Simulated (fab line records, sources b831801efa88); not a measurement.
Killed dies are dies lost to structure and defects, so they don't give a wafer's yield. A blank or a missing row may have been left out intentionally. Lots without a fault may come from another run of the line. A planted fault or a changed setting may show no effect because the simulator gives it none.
Which tool is to blame? | flow sky130 | 72 wafers from 24 lots sampled at 6 of the route's 708 steps

== WHAT EACH GAUGE READ, for each wafer ==
SKY_POLY_CUT_CD_MEAS_08 targets a cd of 270 nm. Usual: cdNm 269.7 nm, standard deviation 1.6.
lot  | measured     | on       | cdNm (nm)         | flag
L074 | day 23 23:19 | cdSem-01 | 266.5 267.4 267.2 | 
L075 | day 24 15:35 | cdSem-02 | 267.4 266.9 267.9 | 
L076 | day 24 19:44 | cdSem-02 | 271.2 269.4 270.3 | 
L077 | day 25 09:58 | cdSem-02 | 267.1 268.0 268.2 | 
L078 | day 25 15:20 | cdSem-02 | 272.2 271.9 271.4 | 
L080 | day 26 09:22 | cdSem-02 | 270.5 269.4 270.4 | 
L079 | day 26 16:13 | cdSem-01 | 272.2 272.1 273.3 | 
L081 | day 27 01:07 | cdSem-02 | 268.5 269.7 268.2 | 
L082 | day 27 05:53 | cdSem-01 | 270.1 270.9 269.2 | 
L083 | day 27 16:18 | cdSem-01 | 270.8 270.8 270.6 | 
L084 | day 27 23:12 | cdSem-01 | 271.0 270.4 269.6 | 
L085 | day 28 04:02 | cdSem-01 | 271.3 271.3 271.0 | 
L086 | day 28 14:58 | cdSem-02 | 267.6 267.5 267.1 | 
L087 | day 28 20:46 | cdSem-01 | 269.5 271.8 271.8 | 
L088 | day 29 08:28 | cdSem-02 | 268.1 269.8 269.2 | 
L089 | day 29 13:19 | cdSem-02 | 272.2 272.4 271.8 | 
L090 | day 29 21:26 | cdSem-02 | 270.9 270.0 270.4 | 
L091 | day 30 05:46 | cdSem-01 | 271.4 272.5 272.5 | 
L092 | day 30 13:35 | cdSem-01 | 269.8 268.5 269.4 | 
L093 | day 30 21:26 | cdSem-01 | 267.8 268.5 268.0 | 
L094 | day 31 12:31 | cdSem-02 | 270.9 270.0 268.7 | 
L095 | day 31 15:10 | cdSem-01 | 269.3 268.8 267.7 | 
L096 | day 31 18:02 | cdSem-02 | 268.5 267.3 268.7 | 
L097 | day 31 23:50 | cdSem-02 | 269.0 268.8 267.3 | 

SKY_VIA1_THK_MEAS_23: measures by xrf. Usual: for VIA1_W_THK the level is 279 nm and the standard deviation is 3.2.
lot  | measured     | on           | VIA1_W_THK (nm) | flag
L074 | day 33 18:38 | filmMetro-01 | 276 273 278     | 
L075 | day 34 08:09 | filmMetro-04 | 282 283 275     | 
L076 | day 34 11:47 | filmMetro-04 | 275 276 275     | 
L077 | day 35 02:24 | filmMetro-02 | 280 281 280     | 
L078 | day 35 08:08 | filmMetro-04 | 277 284 278     | 
L080 | day 35 22:49 | filmMetro-04 | 282 281 277     | 
L079 | day 36 09:16 | filmMetro-01 | 276 279 276     | 
L081 | day 36 14:10 | filmMetro-02 | 281 279 282     | 
L082 | day 36 19:34 | filmMetro-04 | 279 278 278     | 
L083 | day 37 03:50 | filmMetro-01 | 282 275 275     | 
L084 | day 37 09:59 | filmMetro-02 | 281 280 281     | 
L085 | day 37 14:53 | filmMetro-02 | 280 275 281     | 
L086 | day 37 22:17 | filmMetro-01 | 274 272 274     | 
L087 | day 38 03:37 | filmMetro-02 | 279 272 283     | 
L088 | day 38 15:58 | filmMetro-04 | 281 279 277     | 
L089 | day 38 22:54 | filmMetro-04 | 281 284 280     | 
L090 | day 39 02:16 | filmMetro-04 | 275 273 277     | 
L091 | day 39 11:29 | filmMetro-04 | 278 280 279     | 
L092 | day 39 20:08 | filmMetro-02 | 279 277 277     | 
L093 | day 40 00:38 | filmMetro-01 | 281 277 272     | 
L094 | day 40 14:53 | filmMetro-04 | 277 276 277     | 
L095 | day 40 16:58 | filmMetro-04 | 280 275 282     | 
L096 | day 40 18:35 | filmMetro-04 | 280 280 277     | 
L097 | day 40 23:31 | filmMetro-04 | 274 274 280     | 

SKY_METAL5_THK_MEAS_06: measures by xrf. Usual: for METAL5_ALCU_THK the level is 1178 nm and the standard deviation is 15.
lot  | measured     | on           | METAL5_ALCU_THK (nm) | flag
L074 | day 42 15:41 | filmMetro-03 | 1192 1204 1207       | 
L075 | day 43 04:22 | filmMetro-03 | 1202 1195 1207       | 
L076 | day 43 10:33 | filmMetro-03 | 1164 1191 1174       | 
L077 | day 43 20:20 | filmMetro-01 | 1185 1181 1179       | 
L078 | day 44 02:52 | filmMetro-03 | 1175 1195 1185       | 
L080 | day 44 12:52 | filmMetro-04 | 1175 1166 1172       | 
L079 | day 44 22:07 | filmMetro-01 | 1168 1150 1153       | 
L081 | day 45 04:23 | filmMetro-01 | 1164 1147 1170       | 
L082 | day 45 10:02 | filmMetro-01 | 1170 1157 1168       | 
L083 | day 45 12:46 | filmMetro-04 | 1190 1173 1175       | 
L084 | day 45 19:08 | filmMetro-03 | 1169 1164 1167       | 
L085 | day 45 23:51 | filmMetro-01 | 1172 1175 1173       | 
L086 | day 46 06:22 | filmMetro-03 | 1171 1192 1176       | 
L087 | day 46 09:14 | filmMetro-04 | 1185 1186 1189       | 
L088 | day 46 19:02 | filmMetro-03 | 1177 1161 1151       | 
L089 | day 47 02:02 | filmMetro-04 | 1192 1175 1192       | 
L090 | day 47 06:00 | filmMetro-03 | 1171 1151 1169       | 
L091 | day 47 12:30 | filmMetro-04 | 1166 1163 1163       | 
L092 | day 47 19:31 | filmMetro-04 | 1202 1189 1201       | 
L093 | day 47 22:39 | filmMetro-01 | 1181 1166 1162       | 
L094 | day 48 10:22 | filmMetro-03 | 1175 1164 1162       | 
L095 | day 48 10:39 | filmMetro-04 | 1186 1190 1197       | 
L096 | day 48 13:29 | filmMetro-04 | 1179 1192 1183       | 
L097 | day 48 16:47 | filmMetro-04 | 1196 1175 1188       | 

== WHAT TOOL EACH LOT RAN ON (gives the tool, then ch and the chambers of the sampled wafers, and finally the start) ==
lot  | SKY_METAL3_SPUTTER_04       | SKY_CAPM_CVD_00                 | SKY_METAL5_SPUTTER_00
L074 | pvdSputter-01, day 36 02:49 | pecvd-04 ch 0,1,2, day 36 02:52 | pvdSputter-01, day 42 15:23
L075 | pvdSputter-04, day 36 16:59 | pecvd-04 ch 0,1,2, day 36 17:02 | pvdSputter-04, day 43 04:04
L076 | pvdSputter-04, day 36 20:36 | pecvd-01 ch 0,1,2, day 36 20:39 | pvdSputter-01, day 43 10:16
L077 | pvdSputter-04, day 37 11:05 | pecvd-04 ch 1,2, day 37 11:08   | pvdSputter-03, day 43 20:04
L078 | pvdSputter-04, day 37 16:42 | pecvd-04 ch 1,2, day 37 16:45   | pvdSputter-01, day 44 02:34
L080 | pvdSputter-04, day 38 04:37 | pecvd-04 ch 1,2, day 38 04:40   | pvdSputter-03, day 44 12:35
L079 | pvdSputter-04, day 38 16:48 | pecvd-02 ch 0,1,2, day 38 16:51 | pvdSputter-03, day 44 21:49
L081 | pvdSputter-02, day 38 22:08 | pecvd-04 ch 0,1,2, day 38 22:11 | pvdSputter-03, day 45 04:06
L082 | pvdSputter-04, day 39 05:35 | pecvd-01 ch 0,1,2, day 39 05:38 | pvdSputter-03, day 45 09:44
L083 | pvdSputter-01, day 39 09:53 | pecvd-02 ch 0,2, day 39 09:56   | pvdSputter-04, day 45 12:28
L084 | pvdSputter-04, day 39 15:54 | pecvd-02 ch 1,2, day 39 15:57   | pvdSputter-03, day 45 18:50
L085 | pvdSputter-04, day 39 21:01 | pecvd-01 ch 0,1, day 39 21:04   | pvdSputter-03, day 45 23:34
L086 | pvdSputter-04, day 40 06:11 | pecvd-04 ch 0,1,2, day 40 06:15 | pvdSputter-01, day 46 06:03
L087 | pvdSputter-04, day 40 09:33 | pecvd-01 ch 0,1,2, day 40 09:36 | pvdSputter-03, day 46 08:57
L088 | pvdSputter-04, day 40 20:39 | pecvd-01 ch 0,1,2, day 40 20:42 | pvdSputter-01, day 46 18:46
L089 | pvdSputter-04, day 41 03:25 | pecvd-04 ch 0,1,2, day 41 03:27 | pvdSputter-01, day 47 01:45
L090 | pvdSputter-02, day 41 09:39 | pecvd-02 ch 0,1,2, day 41 09:42 | pvdSputter-01, day 47 05:43
L091 | pvdSputter-04, day 41 17:05 | pecvd-01 ch 1, day 41 17:08     | pvdSputter-04, day 47 12:13
L092 | pvdSputter-02, day 42 00:20 | pecvd-01 ch 0,2, day 42 00:23   | pvdSputter-03, day 47 19:13
L093 | pvdSputter-01, day 42 03:55 | pecvd-02 ch 1,2, day 42 03:58   | pvdSputter-01, day 47 22:21
L094 | pvdSputter-04, day 42 19:01 | pecvd-04 ch 0,2, day 42 19:03   | pvdSputter-01, day 48 10:04
L095 | pvdSputter-02, day 42 20:59 | pecvd-04 ch 1,2, day 42 21:02   | pvdSputter-03, day 48 10:22
L096 | pvdSputter-01, day 42 21:47 | pecvd-01 ch 0,2, day 42 21:50   | pvdSputter-01, day 48 13:11
L097 | pvdSputter-02, day 43 02:32 | pecvd-02 ch 0,1,2, day 43 02:35 | pvdSputter-03, day 48 16:29
- SKY_METAL3_SPUTTER_04: material TiN, target thk 70 nm, time 58.3 s.
- SKY_CAPM_CVD_00: deposits SiO2, target thk 15.5 nm.
- SKY_METAL5_SPUTTER_00: material Ti, target thk 15 nm, time 10 s.

== AS READ BY THE TOOLS THEMSELVES (means over the sampled wafers that have a number; for cases with no such wafer, the mark the record gives instead) ==
SKY_METAL3_SPUTTER_04. Usual: throttleValvePct 30.2 %, standard deviation 0.84.
lot  | tool          | throttleValvePct (%) | flag
L074 | pvdSputter-01 | 30.0                 | 
L075 | pvdSputter-04 | 30.1                 | 
L076 | pvdSputter-04 | 30.4                 | 
L077 | pvdSputter-04 | 31.1                 | 
L078 | pvdSputter-04 | 30.2                 | 
L080 | pvdSputter-04 | 30.0                 | 
L079 | pvdSputter-04 | 30.2                 | 
L081 | pvdSputter-02 | 29.4                 | 
L082 | pvdSputter-04 | 30.1                 | 
L083 | pvdSputter-01 | 29.5                 | 
L084 | pvdSputter-04 | 30.8                 | 
L085 | pvdSputter-04 | 30.0                 | 
L086 | pvdSputter-04 | 30.4                 | 
L087 | pvdSputter-04 | 30.3                 | 
L088 | pvdSputter-04 | 30.0                 | 
L089 | pvdSputter-04 | 30.4                 | 
L090 | pvdSputter-02 | 29.2                 | 
L091 | pvdSputter-04 | 31.0                 | 
L092 | pvdSputter-02 | 29.0                 | 
L093 | pvdSputter-01 | 29.3                 | 
L094 | pvdSputter-04 | 31.0                 | 
L095 | pvdSputter-02 | 29.1                 | 
L096 | pvdSputter-01 | 29.2                 | 
L097 | pvdSputter-02 | 29.2                 | 

SKY_CAPM_CVD_00. Usual: heaterPowerW 754 W, standard deviation 97.
lot  | tool     | heaterPowerW (W) | flag
L074 | pecvd-04 | 762              | 
L075 | pecvd-04 | 791              | 
L076 | pecvd-01 | 779              | 
L077 | pecvd-04 | 889              | 
L078 | pecvd-04 | 721              | 
L080 | pecvd-04 | 748              | 
L079 | pecvd-02 | 725              | 
L081 | pecvd-04 | 787              | 
L082 | pecvd-01 | 766              | 
L083 | pecvd-02 | 692              | 
L084 | pecvd-02 | 715              | 
L085 | pecvd-01 | 707              | 
L086 | pecvd-04 | 777              | 
L087 | pecvd-01 | 779              | 
L088 | pecvd-01 | 728              | 
L089 | pecvd-04 | 763              | 
L090 | pecvd-02 | 713              | 
L091 | pecvd-01 | 745              | 
L092 | pecvd-01 | 814              | 
L093 | pecvd-02 | 662              | 
L094 | pecvd-04 | 779              | 
L095 | pecvd-04 | 737              | 
L096 | pecvd-01 | 772              | 
L097 | pecvd-02 | 711              | 

SKY_METAL5_SPUTTER_00. Usual: throttleValvePct 30.2 %, standard deviation 0.83.
lot  | tool          | throttleValvePct (%) | flag
L074 | pvdSputter-01 | 30.8                 | 
L075 | pvdSputter-04 | 30.8                 | 
L076 | pvdSputter-01 | 29.0                 | 
L077 | pvdSputter-03 | 31.1                 | 
L078 | pvdSputter-01 | 30.3                 | 
L080 | pvdSputter-03 | 30.8                 | 
L079 | pvdSputter-03 | 30.6                 | 
L081 | pvdSputter-03 | 30.0                 | 
L082 | pvdSputter-03 | 30.1                 | 
L083 | pvdSputter-04 | 30.7                 | 
L084 | pvdSputter-03 | 30.1                 | 
L085 | pvdSputter-03 | 30.2                 | 
L086 | pvdSputter-01 | 29.9                 | 
L087 | pvdSputter-03 | 30.2                 | 
L088 | pvdSputter-01 | 29.9                 | 
L089 | pvdSputter-01 | 29.9                 | 
L090 | pvdSputter-01 | 29.6                 | 
L091 | pvdSputter-04 | 30.1                 | 
L092 | pvdSputter-03 | 30.1                 | 
L093 | pvdSputter-01 | 29.7                 | 
L094 | pvdSputter-01 | 29.7                 | 
L095 | pvdSputter-03 | 30.4                 | 
L096 | pvdSputter-01 | 30.0                 | 
L097 | pvdSputter-03 | 30.6                 | 

== THE ANSWER, worked out from the rows above alone ==
Rule: a lot counts as off when the mean over its wafers that have a number is more than 3 standard deviations away from the usual mean. A lot without any number at a reading at which 4 lots or more have one is off too. The other lots that the step has rows for count as sound. First the gauges in route order, then the tools' own readings, where a lot's mean is used as printed above. At the first step where some lot is off, the reading lying furthest off is the one used; lots without a number count as furthest.
No lot is off at any reading shown: from this, nothing can be told.

== WHAT THE SIMULATOR HAD INSERTED ==
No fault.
